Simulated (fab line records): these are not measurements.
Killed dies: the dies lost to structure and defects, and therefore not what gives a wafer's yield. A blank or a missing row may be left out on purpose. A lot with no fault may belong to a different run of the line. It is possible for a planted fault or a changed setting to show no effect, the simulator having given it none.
The tool behind it: which one? | flow sky130 | 6 lots with 18 wafers sampled at 3 steps, on a route of 708 steps

WHAT THE GAUGES READ, wafer by wafer
SKY_VIA1_THK_MEAS_01.
lot  | measured     | on           | VIA1_HDPCVD_THK (nm)
L694 | day 33 11:09 | filmMetro-03 | 1685 1025 1680
L706 | day 37 10:24 | filmMetro-04 | 1024 1033 1038
L708 | day 37 19:25 | filmMetro-01 | 1036 1034 1039
L710 | day 39 05:31 | filmMetro-04 | 1042 1045 1034
L712 | day 39 10:58 | filmMetro-03 | 1037 1028 1039
L714 | day 39 22:08 | filmMetro-01 | 1035 1021 1033

EACH LOT AND THE TOOL THAT RAN IT (in order: tool; ch and the chambers of the sampled wafers; start)
lot  | SKY_CONTACT_CMP_27            | SKY_VIA1_HDPCVD_00
L694 | cmp-01 ch 2,3, day 32 06:28   | hdpcvd-02 ch 0,1, day 33 11:02
L706 | cmp-01 ch 2,3, day 36 06:53   | hdpcvd-02 ch 0,1, day 37 10:17
L708 | cmp-02 ch 1,3, day 36 16:12   | hdpcvd-01 ch 0,2, day 37 19:18
L710 | cmp-02 ch 0,1,2, day 38 02:50 | hdpcvd-01 ch 0,1, day 39 05:23
L712 | cmp-02 ch 1,2,3, day 38 08:23 | hdpcvd-01 ch 0,1,2, day 39 10:50
L714 | cmp-02 ch 1,2,3, day 38 19:34 | hdpcvd-01 ch 0,1, day 39 22:01
- SKY_CONTACT_CMP_27: polishes, stops on SiO2, t overpolish 15 s, target thk 0 nm.
- SKY_VIA1_HDPCVD_00: deposits SiO2, target thk 1030 nm, time 171.7 s.

THE ANSWER, worked out from the rows above alone
Rule: what is usual is taken from the lots themselves. Put in order of their means at a reading, lots are off if they are a third of the lots or fewer, leave a main group of 4 or more, and stand apart from it by a gap of 3 or more times the standard deviation of the main group's means; of several such gaps the widest counts. If all means in a main group match to the digits the tables above print for the reading, that group is not used. Also off: a lot with no number at a reading for which 4 or more lots have one. Any other lot the step has rows for is counted as sound.
Off: L694, at SKY_VIA1_THK_MEAS_01 (VIA1_HDPCVD_THK). For the main group the mean is 1035 nm and the standard deviation 3.7.
If a tool, at a process step before that reading, ran all the lots that are off and no sound lot after the first of them, it fits. The gauges at SKY_VIA1_THK_MEAS_01 are tried like those tools. None of those tried fits.

WHAT HAD BEEN PUT IN BY THE SIMULATOR
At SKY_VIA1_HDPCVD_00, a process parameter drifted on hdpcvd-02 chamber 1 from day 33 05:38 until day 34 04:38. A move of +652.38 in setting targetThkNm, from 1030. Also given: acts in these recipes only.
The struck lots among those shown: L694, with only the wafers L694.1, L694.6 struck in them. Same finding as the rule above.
